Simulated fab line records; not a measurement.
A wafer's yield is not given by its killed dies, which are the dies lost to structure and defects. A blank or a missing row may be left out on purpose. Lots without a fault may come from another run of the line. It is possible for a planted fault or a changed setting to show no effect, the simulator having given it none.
2 desks looking at one fault    flow sky130    each desk holds nothing but its own numbers, with what lay behind them at the end

== THE TOOL OWNER'S DESK: pvd-sputter-01 ==
The tool's own readings at SKY_METAL1_SPUTTER_03 (material Ti, target thk 5 nm, time 3.3 s): means of the sampled wafers that have a number, for each lot that ran on this tool. Marked OUT: a lot whose mean sits more than 4 standard deviations from the usual mean, which makes it out of limits; the brackets give that distance.
Columns: A = throttle-valve-pct at SKY_METAL1_SPUTTER_03, usual 30.0 %
lot   first seen here  A
L516  day 32 09:50     29.2
L520  day 33 22:31     29.9
L521  day 34 01:06     28.7
L532  day 37 14:56     29.6
L536  day 38 19:23     30.1
This desk's finding: nothing out of limits on any of the 5 lots.

== AT THE METROLOGY DESK ==
Lot by lot, what the gauges showed, no matter which tool ran the lot: averages of those sampled wafers that carry a number. Marked OUT: a lot whose mean sits more than 4 standard deviations from the usual mean, which makes it out of limits; the brackets give that distance.
Columns: A = CONTACT_W_RS at SKY_CONTACT_RS_MEAS_25, usual 0.343 ohm/sq; B = CONTACT_W_THK at SKY_CONTACT_THK_MEAS_26, usual 347 nm
lot   first seen here  A      B
L514  day 31 21:50     0.342  352
L516  day 32 09:19     0.345  351
L520  day 33 22:01     0.343  350
L521  day 34 00:33     0.342  342
L532  day 37 14:23     0.343  342
L536  day 38 18:50     0.341  345
This desk's finding: nothing out of limits on any of the 6 lots.

== PUT TOGETHER ==
Nothing out of limits was seen by the tool owner's desk.
At the metrology desk, nothing out of limits was observed.

== WHAT THE SIMULATOR PUT IN ==
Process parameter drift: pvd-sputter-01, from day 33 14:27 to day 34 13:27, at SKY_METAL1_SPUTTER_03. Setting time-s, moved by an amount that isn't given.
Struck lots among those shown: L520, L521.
